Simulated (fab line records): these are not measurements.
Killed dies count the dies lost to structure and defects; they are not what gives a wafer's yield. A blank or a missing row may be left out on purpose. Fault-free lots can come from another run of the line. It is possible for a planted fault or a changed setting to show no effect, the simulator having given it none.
fab line records | flow sky130
record lots=13 | wafers=39 | lastDay=50
route steps=708 shown DNWELL@39 PWDE@84 VT_ADJUST_LVTN@104 PAD_OPEN@708
lots untouched by any fault: they come from a run of this same line in which no faults occurred
startH: start of the lot's first displayed wafer, in hours after the record's first day | waitH: how many hours have passed since the lot's step before this one | " as in the row above | L1.1+2: a row that stands for several wafers | - no value, or no start given | * or withheld: withheld | < > ~ a bound
route shown NAME@n: names a module that has steps shown in the file, with the first one's number in the route | usual: the fault-free wafers' mean and standard deviation | same: alike in all rows | chamber/n: place in a boat | sites: the reading at each site | _std_site: standard deviation across them | _edge_site: the outer-site mean with the inner-site mean subtracted | radiusMm: how far each site lies from the wafer's centre | mask NAME#n: copy n | behind: tool/chamber where the wafer was last shaped | hold: cause of the lot's hold/its duration in hours/its outcome | device: the transistor (n, p or np) that didn't switch | end of line: the route-end tests of the same wafers | a step with no rows: only its recipe | killed: dies lost to structure and defects at the first sort, not the wafer's yield | map: dies across one wafer; x = killed, . = not, _ = none there
set.NAME: the setting the step ran with; set.NAME@STEP: the setting that earlier step ran with | model.NAME: the simulator's own value behind a step, which no gauge read
one table for each step of the route and one row for each wafer, over a sample of lots
services: when a tool's chamber went out of use (startH, in hours from the record's first day, below 0 if earlier), for how many hours, and the reason
## steps
# step SKY_DNWELL_EXPOSE_04
# recipe maskId=DNM | na=0.57 | targetCdNm=3000 | doseMj=222
lot.wafer  | tool            | chamber | startH | waitH | mask
L293.1+4+5 | ilineStepper-02 | 0       | 42.95  | -     | DNM#0
L294.1+4+5 | ilineStepper-02 | 0       | 47.91  | -     | DNM#0
L296.1+2+3 | ilineStepper-02 | 0       | 61.64  | -     | DNM#0
L298.1+3+6 | ilineStepper-02 | 0       | 70.39  | -     | DNM#0
L299.3+5+6 | ilineStepper-01 | 0       | 78.93  | -     | DNM#0
L301.3+4+5 | ilineStepper-01 | 0       | 88.36  | -     | DNM#0
L302.1+4+6 | ilineStepper-01 | 0       | 93.10  | -     | DNM#0
L303.1+2+4 | ilineStepper-01 | 0       | 97.95  | -     | DNM#0
L305.1+4+6 | ilineStepper-01 | 0       | 107.55 | -     | DNM_R1#0
L307.2+3+5 | ilineStepper-01 | 0       | 117.62 | -     | DNM#0
L313.1+2+3 | ilineStepper-01 | 0       | 148.69 | -     | DNM#0
L314.1+4+5 | ilineStepper-01 | 0       | 155.35 | -     | DNM#0
L315.2+3+4 | ilineStepper-02 | 0       | 160.26 | -     | DNM#0
# step SKY_NWELL_RS_MEAS_31
# recipe thkMeasGauge=four-point-probe
# usual PWDE_RS=5280/17
lot.wafer | tool         | chamber | startH | waitH | PWDE_RS[ohm/sq]
L293.1    | filmMetro-01 | -       | 100.75 | 0.1   | 5290
L293.4    | "            | -       | "      | "     | 5299
L293.5    | "            | -       | "      | "     | 5305
L294.1    | filmMetro-01 | -       | 105.94 | 0.1   | 5272
L294.4    | "            | -       | "      | "     | 5289
L294.5    | "            | -       | "      | "     | 5285
L296.1    | filmMetro-01 | -       | 122.70 | 0.1   | 5289
L296.2    | "            | -       | "      | "     | 5298
L296.3    | "            | -       | "      | "     | 5281
L298.1    | filmMetro-03 | -       | 132.49 | 0.1   | 5285
L298.3    | "            | -       | "      | "     | 5297
L298.6    | "            | -       | "      | "     | 5274
L299.3    | filmMetro-03 | -       | 141.33 | 0.1   | 5265
L299.5    | "            | -       | "      | "     | 5268
L299.6    | "            | -       | "      | "     | 5259
L301.3    | filmMetro-03 | -       | 153.63 | 0.1   | 5281
L301.4    | "            | -       | "      | "     | 5275
L301.5    | "            | -       | "      | "     | 5274
L302.1    | filmMetro-02 | -       | 160.70 | 0.1   | 5270
L302.4    | "            | -       | "      | "     | 5280
L302.6    | "            | -       | "      | "     | 5273
L303.1    | filmMetro-02 | -       | 164.68 | 0.1   | 5289
L303.2    | "            | -       | "      | "     | 5289
L303.4    | "            | -       | "      | "     | 5294
L305.1    | filmMetro-02 | -       | 177.04 | 0.1   | 5265
L305.4    | "            | -       | "      | "     | 5277
L305.6    | "            | -       | "      | "     | 5246
L307.2    | filmMetro-01 | -       | 188.26 | 0.1   | 5272
L307.3    | "            | -       | "      | "     | 5273
L307.5    | "            | -       | "      | "     | 5291
L313.1    | filmMetro-03 | -       | 224.39 | 0.1   | 5256
L313.2    | "            | -       | "      | "     | 5261
L313.3    | "            | -       | "      | "     | 5261
L314.1    | filmMetro-02 | -       | 229.73 | 0.1   | 5256
L314.4    | "            | -       | "      | "     | 5260
L314.5    | "            | -       | "      | "     | 5262
L315.2    | filmMetro-03 | -       | 238.52 | 0.1   | 5303
L315.3    | "            | -       | "      | "     | 5293
L315.4    | "            | -       | "      | "     | 5298
# step SKY_VT_ADJUST_LVTN_OVL_MEAS_07
# usual VT_ADJUST_LVTN_OVL=-0.2/1.3
lot.wafer | tool       | chamber | startH | waitH | VT_ADJUST_LVTN_OVL[nm]
L293.1    | overlay-01 | -       | 137.70 | -     | -0.2
L293.4    | "          | -       | "      | "     | 0.9
L293.5    | "          | -       | "      | "     | 1.4
L294.1    | overlay-01 | -       | 143.10 | -     | 0.5
L294.4    | "          | -       | "      | "     | -1.8
L294.5    | "          | -       | "      | "     | -1.1
L296.1    | overlay-01 | -       | 161.50 | -     | -0.7
L296.2    | "          | -       | "      | "     | -1.3
L296.3    | "          | -       | "      | "     | 1.1
L298.1    | overlay-02 | -       | 172.36 | -     | -0.1
L298.3    | "          | -       | "      | "     | -0.7
L298.6    | "          | -       | "      | "     | -0.6
L299.3    | overlay-02 | -       | 182.53 | -     | -1.0
L299.5    | "          | -       | "      | "     | 0.1
L299.6    | "          | -       | "      | "     | 0.7
L301.3    | overlay-01 | -       | 194.91 | -     | -0.7
L301.4    | "          | -       | "      | "     | 0.0
L301.5    | "          | -       | "      | "     | -2.0
L302.1    | overlay-01 | -       | 203.16 | -     | -0.7
L302.4    | "          | -       | "      | "     | 0.1
L302.6    | "          | -       | "      | "     | -0.4
L303.1    | overlay-01 | -       | 207.55 | -     | -2.1
L303.2    | "          | -       | "      | "     | -2.4
L303.4    | "          | -       | "      | "     | -2.9
L305.1    | overlay-02 | -       | 220.46 | -     | 2.3
L305.4    | "          | -       | "      | "     | -0.2
L305.6    | "          | -       | "      | "     | 2.3
L307.2    | overlay-02 | -       | 233.40 | -     | 0.0
L307.3    | "          | -       | "      | "     | 0.4
L307.5    | "          | -       | "      | "     | 0.4
L313.1    | overlay-01 | -       | 272.85 | -     | -0.8
L313.2    | "          | -       | "      | "     | 2.1
L313.3    | "          | -       | "      | "     | 1.6
L314.1    | overlay-02 | -       | 277.66 | -     | 0.4
L314.4    | "          | -       | "      | "     | 0.6
L314.5    | "          | -       | "      | "     | -0.8
L315.2    | overlay-02 | -       | 286.92 | -     | -2.3
L315.3    | "          | -       | "      | "     | -1.2
L315.4    | "          | -       | "      | "     | -2.0
# step SKY_VT_ADJUST_LVTN_STRIP_20
# recipe chemistry=O2/N2 | powerW=1400 | pressureMtorr=1500 | platenTempC=withheld | o2FlowSccm=3000 | n2FlowSccm=300 | overashFraction=0.5
# usual drypumpMotorCurrentA=5.7/0.47 | oesProductAu=0.716/0.0048 | stripTimeToEndpointS=14.17/0.046
lot.wafer | tool           | chamber | startH | waitH | drypumpMotorCurrentA | oesProductAu | rfHoursCounterH | stripTimeToEndpointS
L293.1    | plasmaAsher-02 | 1       | 157.55 | 0.1   | 5.8                  | 0.709        | 50              | 14.16
L293.4    | "              | 0       | "      | "     | 6.2                  | 0.711        | -               | 14.13
L293.5    | "              | 0       | "      | "     | 6.2                  | 0.719        | -               | 14.12
L294.1    | plasmaAsher-01 | 0       | 163.19 | 0.1   | 4.9                  | 0.709        | 48              | 14.12
L294.4    | "              | 0       | "      | "     | 4.9                  | 0.716        | -               | 14.15
L294.5    | "              | 0       | "      | "     | 4.9                  | 0.725        | -               | 14.16
L296.1    | plasmaAsher-01 | 0       | 182.35 | 0.1   | 5.0                  | 0.714        | 49              | 14.26
L296.2    | "              | 1       | "      | "     | 5.5                  | 0.711        | 49              | 14.28
L296.3    | "              | 1       | "      | "     | 5.5                  | 0.718        | -               | 14.29
L298.1    | plasmaAsher-04 | 0       | 194.30 | 0.1   | 6.4                  | 0.714        | 37              | 14.12
L298.3    | "              | 1       | "      | "     | 5.5                  | 0.719        | -               | 14.17
L298.6    | "              | 1       | "      | "     | 5.5                  | 0.724        | -               | 14.19
L299.3    | plasmaAsher-02 | 1       | 204.07 | 0.1   | 5.8                  | 0.717        | -               | 14.16
L299.5    | "              | 1       | "      | "     | 5.8                  | 0.714        | -               | 14.18
L299.6    | "              | 0       | "      | "     | 6.2                  | 0.718        | -               | 14.17
L301.3    | plasmaAsher-04 | 0       | 217.02 | 0.1   | 6.3                  | 0.706        | -               | 14.22
L301.4    | "              | 1       | "      | "     | 5.5                  | 0.712        | -               | 14.24
L301.5    | "              | 1       | "      | "     | 5.4                  | 0.719        | -               | 14.20
L302.1    | plasmaAsher-01 | 0       | 225.95 | 0.1   | 5.0                  | 0.718        | 53              | 14.19
L302.4    | "              | 0       | "      | "     | 5.0                  | 0.716        | -               | 14.14
L302.6    | "              | 1       | "      | "     | 5.5                  | 0.714        | -               | 14.18
L303.1    | plasmaAsher-04 | 0       | 230.03 | 0.1   | 6.3                  | 0.719        | 39              | 14.11
L303.2    | "              | 1       | "      | "     | 5.5                  | 0.721        | 39              | 14.09
L303.4    | "              | 1       | "      | "     | 5.4                  | 0.707        | -               | 14.14
L305.1    | plasmaAsher-01 | 0       | 243.59 | 0.1   | 4.9                  | 0.713        | 55              | 14.22
L305.4    | "              | 1       | "      | "     | 5.5                  | 0.714        | -               | 14.16
L305.6    | "              | 1       | "      | "     | 5.5                  | 0.719        | -               | 14.18
L307.2    | plasmaAsher-02 | 0       | 257.54 | 0.1   | 6.2                  | 0.705        | 60              | 14.10
L307.3    | "              | 1       | "      | "     | 5.8                  | 0.714        | -               | 14.18
L307.5    | "              | 0       | "      | "     | 6.2                  | 0.719        | -               | 14.14
L313.1    | plasmaAsher-04 | 0       | 297.74 | 0.1   | 6.4                  | 0.713        | 45              | 14.21
L313.2    | "              | 1       | "      | "     | 5.4                  | 0.718        | 45              | 14.21
L313.3    | "              | 1       | "      | "     | 5.4                  | 0.723        | -               | 14.28
L314.1    | plasmaAsher-01 | 1       | 303.75 | 0.1   | 5.5                  | 0.712        | 61              | 14.15
L314.4    | "              | 0       | "      | "     | 4.9                  | 0.711        | -               | 14.14
L314.5    | "              | 1       | "      | "     | 5.5                  | 0.705        | -               | 14.12
L315.2    | plasmaAsher-04 | 1       | 313.24 | 0.1   | 5.4                  | 0.719        | 47              | 14.12
L315.3    | "              | 1       | "      | "     | 5.4                  | 0.712        | -               | 14.13
L315.4    | "              | 0       | "      | "     | 6.3                  | 0.714        | -               | 14.15
# step SKY_PAD_OPEN_PROBE_99
# usual killed_at_M0_to_M3=43/6.9 | killed_at_M4_up=3.2/2 | killedAtContacts=25/5.1 | killedAtFrontEnd=15/4.5 | killedAtOther=0.2/0.51 | killedDies=85/9.5 | killedOpen=48/6.9 | killedShort=38/6.7
# same grossDies=492 | killedAtBackSide=0
lot.wafer | tool      | chamber | startH  | waitH | killed_at_M0_to_M3 | killed_at_M4_up | killedAtContacts | killedAtFrontEnd | killedAtOther | killedDies | killedOpen | killedShort
L303.1    | prober-02 | -       | 1132.22 | 0.1   | 36                 | 0               | 26               | 13               | 2             | 77         | 41         | 36
L303.2    | prober-02 | -       | 1132.27 | 0.1   | 40                 | 6               | 19               | 15               | 0             | 80         | 41         | 39
L303.4    | prober-02 | -       | 1132.37 | 0.2   | 37                 | 2               | 23               | 13               | 0             | 75         | 49         | 26
L305.1    | prober-02 | -       | 1144.13 | 0.1   | 38                 | 2               | 24               | 20               | 0             | 84         | 48         | 36
L305.4    | prober-02 | -       | 1144.28 | 0.2   | 39                 | 4               | 29               | 13               | 0             | 85         | 37         | 48
L305.6    | prober-02 | -       | 1144.38 | 0.2   | 52                 | 5               | 29               | 17               | 0             | 103        | 53         | 50
# killed by level:class
L303.1 VIA1:geometricParticle:open=10 METAL2:geometricParticle:short=8 LI_CONTACT:geometricParticle:open=7 CONTACT:geometricParticle:open=7 FIELD_ISO:geometricParticle:short=6 LOCAL_INTERCONNECT:geometricParticle:short=6 VIA2:geometricParticle:open=5 POLY_GATE:geometricParticle:open=4
L303.2 VIA1:geometricParticle:open=10 CONTACT:geometricParticle:open=8 METAL1:geometricParticle:short=6 LI_CONTACT:geometricParticle:open=5 VIA1:geometricParticle:short=5 FIELD_ISO:geometricParticle:open=4 FIELD_ISO:geometricParticle:short=4 VIA2:geometricParticle:open=4
L303.4 CONTACT:geometricParticle:open=12 LI_CONTACT:geometricParticle:open=8 VIA1:geometricParticle:open=7 VIA2:geometricParticle:open=6 METAL2:geometricParticle:short=5 POLY_GATE:geometricParticle:open=4 VIA3:geometricParticle:open=4 VIA1:geometricParticle:short=4
L305.1 VIA1:geometricParticle:open=10 LI_CONTACT:geometricParticle:open=8 METAL1:geometricParticle:short=7 FIELD_ISO:geometricParticle:open=6 POLY_GATE:geometricParticle:open=5 CONTACT:geometricParticle:open=5 FIELD_ISO:geometricParticle:short=4 METAL2:geometricParticle:short=4
L305.4 LI_CONTACT:geometricParticle:open=11 VIA1:geometricParticle:short=10 LOCAL_INTERCONNECT:geometricParticle:short=7 METAL1:geometricParticle:short=6 CONTACT:geometricParticle:open=5 METAL2:geometricParticle:short=5 VIA2:geometricParticle:open=5 VIA3:geometricParticle:open=5
L305.6 VIA1:geometricParticle:open=10 METAL1:geometricParticle:short=9 CONTACT:geometricParticle:open=8 LI_CONTACT:geometricParticle:open=7 VIA1:geometricParticle:short=6 METAL2:geometricParticle:short=6 VIA2:geometricParticle:open=6 VIA3:geometricParticle:open=5
## services
tool            | chamber | startH | hours | kind
ilineStepper-01 | -       | 45.38  | 4.4   | pm
plasmaAsher-02  | -       | 51.34  | 2.8   | pm
plasmaAsher-04  | -       | 53.55  | 1.7   | repair
ilineStepper-02 | -       | 106.78 | 4.3   | pm
ilineStepper-02 | -       | 111.74 | 7.9   | repair
ilineStepper-02 | -       | 189.11 | 1.7   | pm
ilineStepper-01 | -       | 196.27 | 1.7   | pm
plasmaAsher-04  | -       | 197.58 | 12.7  | repair
plasmaAsher-01  | -       | 207.45 | 2.7   | repair
ilineStepper-02 | -       | 224.77 | 4.4   | pm
plasmaAsher-04  | -       | 295.52 | 1.5   | repair
ilineStepper-01 | -       | 297.54 | 7.5   | repair
## key
firstSign step=SKY_DNWELL_EXPOSE_04 | reading=mask | direction=changed
effect none on later readings
metAt SKY_DNWELL_EXPOSE_04
struckLots L305
testerLeftOut L305
notActingAt SKY_NWELL_RS_MEAS_31,SKY_VT_ADJUST_LVTN_OVL_MEAS_07,SKY_VT_ADJUST_LVTN_STRIP_20
onsetBetween 97.95 107.55
fault kind=wrongMask | tool=any | chamber=- | onsetH=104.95 | steps=SKY_DNWELL_EXPOSE_04 | auxCopy=DNM_R1#0 | cdOffsetNm=-600 | scope=struckLotsOnly
# testerLeftOut: of these lots the tester's yield and bins aren't shown, on N5 and GAA mostly nor the transistor test; their killed dies are dies lost to structure and defects alone, not to doping, threshold or leakage, so they don't give the yield
